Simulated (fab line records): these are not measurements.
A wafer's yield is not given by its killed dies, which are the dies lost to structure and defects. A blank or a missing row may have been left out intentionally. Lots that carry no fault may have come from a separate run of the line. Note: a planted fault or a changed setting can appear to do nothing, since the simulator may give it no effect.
8D (eight disciplines) problem report, filled in by code + flow gf180mcu + the parts of the form that need people (team, actions taken, sign-off) are left out

## 1. THE PROBLEM
spin_speed_rpm at GF_DUAL_GATE_COAT_06 reads a mean of 2882.1 rpm on 6 wafers of 2 lots; wafers without a fault read 2999.7 rpm with a standard deviation of 1.8. That is -65 standard deviations from the usual mean.
The step: resist thk 1000 nm.
Earliest sighting: wafer L164.4 on litho_track-04 at day 13 10:45. At this step, 39 wafers from 13 lots have a number in the record. By rule, "out" or "out of limits" means more than 4 standard deviations away from the usual mean. The rest of the wafers with a number are treated as sound.

## 2. WHAT IT IS; WHAT IT IS NOT
| question                    | is                     | is not                                                           |
|-----------------------------|------------------------|------------------------------------------------------------------|
| which readings at this step | spin_speed_rpm         | exhaust_pa                                                       |
| which lots                  | L164, L169             | L147, L148, L149, L150, L151, L152, L154, L155, L156, L159, L163 |
| which wafers of those lots  | all that have a number | -                                                                |
| read on which tools         | litho_track-04         | litho_track-01, litho_track-03                                   |
| when                        | from day 13 10:45      | up to then (33 sound wafers)                                     |

## 3. THE SUSPECTS, EACH WITH WHAT RULES IT OUT
Counting: a tool at any process step up to the reading remains a suspect when it ran all the lots that are out and ran no sound lot after the first of those.
- litho_track-04 at GF_DUAL_GATE_COAT_06 (resist thk 1000 nm): kept. It processed each lot that is out, first L164 at day 13 10:45, and no sound lot thereafter; up to then, the last sound lot it processed was L163 at day 13 01:26. Its own spin_speed_rpm readings are out on those wafers.
Remaining after the count: litho_track-04 at GF_DUAL_GATE_COAT_06.

## 4. THE CAUSE (what the simulator had put in)
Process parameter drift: litho_track-04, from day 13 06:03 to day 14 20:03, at GF_DUAL_GATE_COAT_06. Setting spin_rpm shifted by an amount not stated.
The count eliminated every tool but this one.

## 5. THE EFFECT CHAIN, in route order
Each row: a reading where the mean over the struck wafers with a number is more than 3 standard deviations away from the usual. Only readings for which the record gives a usual standard deviation are gone through. hours: the time from each lot's start at the first step in this table that gives one to its start at this step, as a median over the lots. sigmas: the change in usual standard deviations.
| hours | step                  | reading                  | usual      | on struck wafers | change | sigmas |
|-------|-----------------------|--------------------------|------------|------------------|--------|--------|
| 0     | GF_DUAL_GATE_COAT_06  | spin_speed_rpm           | 2999.7 rpm | 2882.1           | -117.6 | -65    |
| 11    | GF_DUAL_GATE_STRIP_13 | strip_time_to_endpoint_s | 12.64 s    | 12.79            | +0.15  | +4.0   |
Its process steps:
- GF_DUAL_GATE_COAT_06: resist thk 1000 nm.
- GF_DUAL_GATE_STRIP_13: strips in O2/N2.
Later measuring or inspecting steps at which every struck wafer that the step has a row for has a number for every such reading, and none has moved that far: GF_HV_LDD_CD_MEAS_07, GF_CONTACT_THK_MEAS_03.

## 6. WHAT WOULD HAVE CAUGHT IT SOONER
In this record no reading fell out of limits until day 13 10:45, 5 hours after the fault had begun at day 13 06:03.
